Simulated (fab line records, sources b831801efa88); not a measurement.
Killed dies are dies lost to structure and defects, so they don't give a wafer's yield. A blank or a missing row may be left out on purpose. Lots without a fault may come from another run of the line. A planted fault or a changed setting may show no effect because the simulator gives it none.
fab line records | flow gf180mcu
record lots=13 wafers=39 last_day=34
route steps=602 shown DUAL_GATE@154 HV_LDD@187 NSD@243 SAB@264
lots that met no fault: from a run of the same line without faults
start_h: hours from the record's first day to the start of the lot's first wafer shown | wait_h: hours since the lot's step before | " the same as in the row above | L1.1+2: a row that stands for several wafers | - no value, or no start given | * or withheld: withheld | < > ~ a bound
route shown NAME@n: a module of which the file shows steps, and the number in the route of the first | usual: mean/standard deviation of fault-free wafers | same: alike in all rows | chamber/n: place in a boat | sites: the reading at each site | _std_site: their standard deviation | _edge_site: outer sites' mean less inner sites' | radius_mm: how far each site lies from the wafer's centre | mask NAME#n: copy n | behind: the tool/chamber that last shaped the wafer | hold: why the lot was held/for how many hours/how that ended | device: the transistor (n, p or np) that didn't switch | end of line: the same wafers' tests at the end of the route | a step without rows: its recipe alone | killed: dies lost to structure and defects at the first sort, not the wafer's yield | map: a wafer's dies, x killed, . not, _ none there
set.NAME: the setting as run; set.NAME@STEP: as run at that earlier step | model.NAME: the simulator's own value behind a step, which no gauge read
steps of the route over a sample of lots; a table a step, a row a wafer
services: from which hour (start_h, from the record's first day; less than 0 if before it) a tool's chamber was out of use, for how many hours, and why
## steps
# step GF_DUAL_GATE_STRIP_13
# recipe chemistry=O2/N2 power_w=1400 pressure_mtorr=1500 platen_temp_c=250 o2_flow_sccm=3000 n2_flow_sccm=300 overash_fraction=0.5
# usual drypump_motor_current_A=5.6/0.45 heater_power_w=356/21 oes_product_au=0.716/0.0042 strip_time_to_endpoint_s=12.62/0.035
# columns lot.wafer tool chamber start_h wait_h drypump_motor_current_A heater_power_w oes_product_au rf_hours_counter_h strip_time_to_endpoint_s
L491.3 plasma_asher-03 1 179.78 0.0 5.9 408 0.722 - 12.58
L491.4 " 0 " " 6.1 341 0.722 - 12.61
L491.5 " 0 " " 6.2 342 0.714 - 12.59
L499.1 plasma_asher-03 1 230.82 0.0 5.9 413 0.703 12 12.71
L499.2 " 0 " " 6.1 331 0.715 12 12.65
L499.6 " 1 " " 6.0 405 0.716 - 12.66
L500.1 plasma_asher-04 1 239.52 0.0 5.8 368 0.714 59 12.61
L500.5 " 1 " " 5.8 366 0.713 - 12.65
L500.6 " 0 " " 4.9 341 0.712 - 12.64
L501.1 plasma_asher-04 1 245.86 0.0 5.8 366 0.718 60 12.65
L501.4 " 1 " " 5.8 372 0.707 - 12.63
L501.5 " 0 " " 4.9 347 0.723 - 12.62
L502.1 plasma_asher-04 1 255.71 0.0 5.8 358 0.714 60 12.62
L502.2 " 0 " " 4.9 346 0.720 60 12.60
L502.5 " 0 " " 4.9 347 0.714 - 12.69
L503.1 plasma_asher-02 0 266.06 0.0 6.0 369 0.725 45 12.66
L503.2 " 1 " " 5.6 328 0.719 45 12.66
L503.3 " 1 " " 5.6 327 0.713 - 12.60
L506.1 plasma_asher-04 1 279.41 0.0 5.8 360 0.720 63 12.58
L506.5 " 1 " " 5.8 367 0.713 - 12.58
L506.6 " 0 " " 4.9 342 0.717 - 12.57
L507.2 plasma_asher-04 0 288.05 0.0 4.9 336 0.714 64 12.58
L507.3 " 1 " " 5.8 364 0.720 - 12.63
L507.6 " 1 " " 5.8 354 0.719 - 12.59
L509.2 plasma_asher-04 0 298.72 0.0 4.9 348 0.715 65 12.62
L509.3 " 1 " " 5.8 373 0.715 - 12.63
L509.6 " 0 " " 4.9 343 0.712 - 12.60
L511.3 plasma_asher-04 0 315.59 0.0 4.9 346 0.706 - 12.62
L511.4 " 1 " " 5.8 356 0.713 - 12.56
L511.6 " 0 " " 4.9 347 0.719 - 12.60
L512.1 plasma_asher-03 0 321.81 0.0 6.2 334 0.705 22 12.57
L512.4 " 1 " " 5.9 410 0.712 - 12.59
L512.6 " 0 " " 6.2 344 0.716 - 12.59
L513.2 plasma_asher-02 0 324.60 0.0 6.0 374 0.712 50 12.55
L513.3 " 1 " " 5.6 329 0.714 - 12.51
L513.5 " 0 " " 6.0 363 0.714 - 12.54
L514.2 plasma_asher-04 0 338.25 0.0 4.9 342 0.712 69 12.62
L514.4 " 1 " " 5.8 363 0.715 - 12.62
L514.6 " 1 " " 5.8 369 0.719 - 12.62
# step GF_HV_LDD_TW_MEAS_11
# usual HV_LDD_TW=2439/45
# columns lot.wafer tool chamber start_h wait_h HV_LDD_TW
L491.3 film_metro-02 - 218.86 0.1 2465
L491.4 " - " " 2450
L491.5 " - " " 2464
L499.1 film_metro-02 - 278.09 0.1 2496
L499.2 " - " " 2488
L499.6 " - " " 2476
L500.1 film_metro-03 - 282.78 0.1 2372
L500.5 " - " " 2367
L500.6 " - " " 2365
L501.1 film_metro-04 - 291.05 0.1 2452
L501.4 " - " " 2466
L501.5 " - " " 2460
L502.1 film_metro-03 - 300.45 0.1 2361
L502.2 " - " " 2360
L502.5 " - " " 2370
L503.1 film_metro-02 - 314.30 0.1 2457
L503.2 " - " " 2471
L503.3 " - " " 2454
L506.1 film_metro-04 - 327.45 0.1 2437
L506.5 " - " " 2449
L506.6 " - " " 2457
L507.2 film_metro-02 - 335.95 0.1 2460
L507.3 " - " " 2459
L507.6 " - " " 2460
L509.2 film_metro-03 - 346.44 0.1 2384
L509.3 " - " " 2377
L509.6 " - " " 2377
L511.3 film_metro-02 - 367.61 0.1 2477
L511.4 " - " " 2461
L511.6 " - " " 2472
L512.1 film_metro-04 - 371.49 0.1 2450
L512.4 " - " " 2457
L512.6 " - " " 2456
L513.2 film_metro-04 - 374.70 0.1 2450
L513.3 " - " " 2467
L513.5 " - " " 2449
L514.2 film_metro-04 - 387.10 0.1 2450
L514.4 " - " " 2432
L514.6 " - " " 2442
# step GF_NSD_OVL_MEAS_08
# usual NSD_OVL=0.5/1.5
# columns lot.wafer tool chamber start_h wait_h NSD_OVL[nm]
L491.3 overlay-02 - 297.56 0.1 0.0
L491.4 " - " " 0.3
L491.5 " - " " -0.2
L499.1 overlay-02 - 364.95 0.1 2.7
L499.2 " - " " 2.4
L499.6 " - " " 0.6
L500.1 overlay-02 - 370.67 0.1 -1.2
L500.5 " - " " -1.7
L500.6 " - " " -1.3
L501.1 overlay-01 - 379.55 0.1 2.7
L501.4 " - " " 2.4
L501.5 " - " " 2.2
L502.1 overlay-02 - 390.15 0.1 1.4
L502.2 " - " " 1.2
L502.5 " - " " 2.2
L503.1 overlay-02 - 413.77 0.1 3.2
L503.2 " - " " 0.0
L503.3 " - " " 0.0
L506.1 overlay-01 - 420.42 0.1 -1.7
L506.5 " - " " -0.6
L506.6 " - " " 0.9
L507.2 overlay-02 - 432.00 0.1 0.9
L507.3 " - " " -1.0
L507.6 " - " " 0.8
L509.2 overlay-02 - 442.25 0.1 -0.3
L509.3 " - " " -0.4
L509.6 " - " " -1.1
L511.3 overlay-02 - 466.64 0.1 2.1
L511.4 " - " " 0.5
L511.6 " - " " 1.1
L512.1 overlay-01 - 470.35 0.1 0.7
L512.4 " - " " 0.0
L512.6 " - " " 1.5
L513.2 overlay-02 - 473.21 0.1 2.1
L513.3 " - " " 2.1
L513.5 " - " " 1.8
L514.2 overlay-01 - 485.33 0.1 0.7
L514.4 " - " " 1.0
L514.6 " - " " 0.5
# step GF_SAB_CVD_00
# recipe material=SiO2 target_thk_nm=50 precursor=TEOS temp_c=400 time_s=4.9302 rf_w=600
# usual heater_power_w=610/83
# columns lot.wafer tool chamber start_h wait_h heater_power_w
L491.3 pecvd-03 0 319.22 0.1 753
L491.4 " 0 " " 593
L491.5 " 2 " " 547
L499.1 pecvd-01 0 388.42 0.1 537
L499.2 " 1 " " 526
L499.6 " 1 " " 537
L500.1 pecvd-02 0 394.94 0.1 692
L500.5 " 1 " " 681
L500.6 " 2 " " 719
L501.1 pecvd-02 2 403.98 0.1 694
L501.4 " 2 " " 690
L501.5 " 0 " " 639
L502.1 pecvd-01 0 415.68 0.1 561
L502.2 " 2 " " 535
L502.5 " 0 " " 569
L503.1 pecvd-03 1 438.69 0.1 627
L503.2 " 0 " " 729
L503.3 " 2 " " 528
L506.1 pecvd-03 0 445.74 0.1 727
L506.5 " 0 " " 731
L506.6 " 1 " " 625
L507.2 pecvd-02 1 457.44 0.1 695
L507.3 " 2 " " 780
L507.6 " 1 " " 712
L509.2 pecvd-03 0 467.94 0.1 606
L509.3 " 2 " " 600
L509.6 " 1 " " 516
L511.3 pecvd-01 2 491.14 0.1 484
L511.4 " 0 " " 567
L511.6 " 2 " " 488
L512.1 pecvd-03 1 495.12 0.1 598
L512.4 " 2 " " 567
L512.6 " 1 " " 606
L513.2 pecvd-02 0 497.78 0.1 706
L513.3 " 2 " " 792
L513.5 " 0 " " 709
L514.2 pecvd-03 2 509.59 0.1 588
L514.4 " 1 " " 614
L514.6 " 2 " " 587
# step GF_SAB_THK_MEAS_01
# recipe reads=SiO2_of_SAB_CVD_00
# usual SAB_CVD_00_THK=50.1/0.63
# columns lot.wafer tool chamber start_h wait_h hold SAB_CVD_00_THK[nm]
L491.3 film_metro-02 - 319.26 0.0 - 49.0
L491.4 " - " " - 50.5
L491.5 " - " " - 50.5
L499.1 film_metro-04 - 388.44 0.0 - 50.2
L499.2 " - " " - 50.1
L499.6 " - " " - 50.8
L500.1 film_metro-02 - 394.96 0.0 await_dispo/0.2h/release 57.3
L500.5 " - " " await_dispo/0.2h/release 50.1
L500.6 " - " " await_dispo/0.2h/release 51.3
L500.1 film_metro-02 - 395.28 0.3 - 57.4
L500.5 " - " " - 50.1
L500.6 " - " " - 51.4
L501.1 film_metro-04 - 404.00 0.0 await_dispo/0.2h/release 50.2
L501.4 " - " " await_dispo/0.2h/release 50.7
L501.5 " - " " await_dispo/0.2h/release 58.6
L501.1 film_metro-04 - 404.32 0.3 - 50.2
L501.4 " - " " - 50.7
L501.5 " - " " - 58.6
L502.1 film_metro-04 - 415.70 0.0 - 50.5
L502.2 " - " " - 50.2
L502.5 " - " " - 50.7
L503.1 film_metro-02 - 438.70 0.0 - 49.0
L503.2 " - " " - 49.6
L503.3 " - " " - 49.7
L506.1 film_metro-02 - 445.76 0.0 - 48.0
L506.5 " - " " - 50.1
L506.6 " - " " - 50.5
L507.2 film_metro-01 - 457.47 0.0 - 49.6
L507.3 " - " " - 50.3
L507.6 " - " " - 50.5
L509.2 film_metro-02 - 467.96 0.0 - 48.8
L509.3 " - " " - 50.1
L509.6 " - " " - 50.5
L511.3 film_metro-01 - 491.18 0.0 - 49.3
L511.4 " - " " - 50.5
L511.6 " - " " - 49.9
L512.1 film_metro-02 - 495.14 0.0 - 49.6
L512.4 " - " " - 50.7
L512.6 " - " " - 50.0
L513.2 film_metro-02 - 497.81 0.0 - 49.9
L513.3 " - " " - 50.2
L513.5 " - " " - 50.7
L514.2 film_metro-01 - 509.62 0.0 - 50.2
L514.4 " - " " - 50.5
L514.6 " - " " - 50.1
## services
# columns tool chamber start_h hours kind
pecvd-02 2 199.56 10.6 repair
plasma_asher-03 - 207.77 3.9 repair
pecvd-03 2 223.34 11.1 repair
pecvd-02 - 224.46 1.1 repair
plasma_asher-04 - 228.93 0.8 repair
plasma_asher-02 - 236.15 5.0 repair
pecvd-03 1 237.79 2.4 repair
plasma_asher-03 - 238.64 0.9 repair
pecvd-03 - 241.83 1.5 repair
plasma_asher-03 - 265.86 1.6 repair
pecvd-02 2 274.94 17.1 repair
pecvd-03 2 301.66 9.5 repair
plasma_asher-02 - 317.05 4.5 repair
pecvd-02 - 368.88 14.0 pm
plasma_asher-03 - 384.83 2.1 repair
plasma_asher-02 - 394.25 13.7 repair
plasma_asher-04 - 402.37 1.8 repair
pecvd-01 - 405.48 1.7 repair
plasma_asher-04 - 421.25 9.0 pm
pecvd-02 - 431.51 6.1 repair
pecvd-01 - 439.79 0.5 repair
plasma_asher-04 - 445.69 0.6 repair
plasma_asher-04 - 481.91 2.0 repair
pecvd-03 - 493.55 0.7 repair
## key
first_sign step=GF_SAB_THK_MEAS_01 reading=visit direction=added
effect step=GF_SAB_THK_MEAS_01 reading=SAB_CVD_00_THK direction=up sigmas=13 usual=50.1 struck=58.0
met_at GF_SAB_CVD_00
struck_lots L500,L501
struck_wafers L500.1,L501.5
tester_left_out L500,L501
not_acting_at GF_DUAL_GATE_STRIP_13,GF_HV_LDD_TW_MEAS_11,GF_NSD_OVL_MEAS_08
fault kind=process_parameter_drift tool=pecvd-02 chamber=0 onset_h=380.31 steps=GF_SAB_CVD_00 channel=target_thk_nm offset=7.8913 shape=step end_h=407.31 acts_in=these_recipes_only stated=50
# tester_left_out: of these lots the tester's yield and bins aren't shown, on N5 and GAA mostly nor the transistor test; their killed dies are dies lost to structure and defects alone, not to doping, threshold or leakage, so they don't give the yield
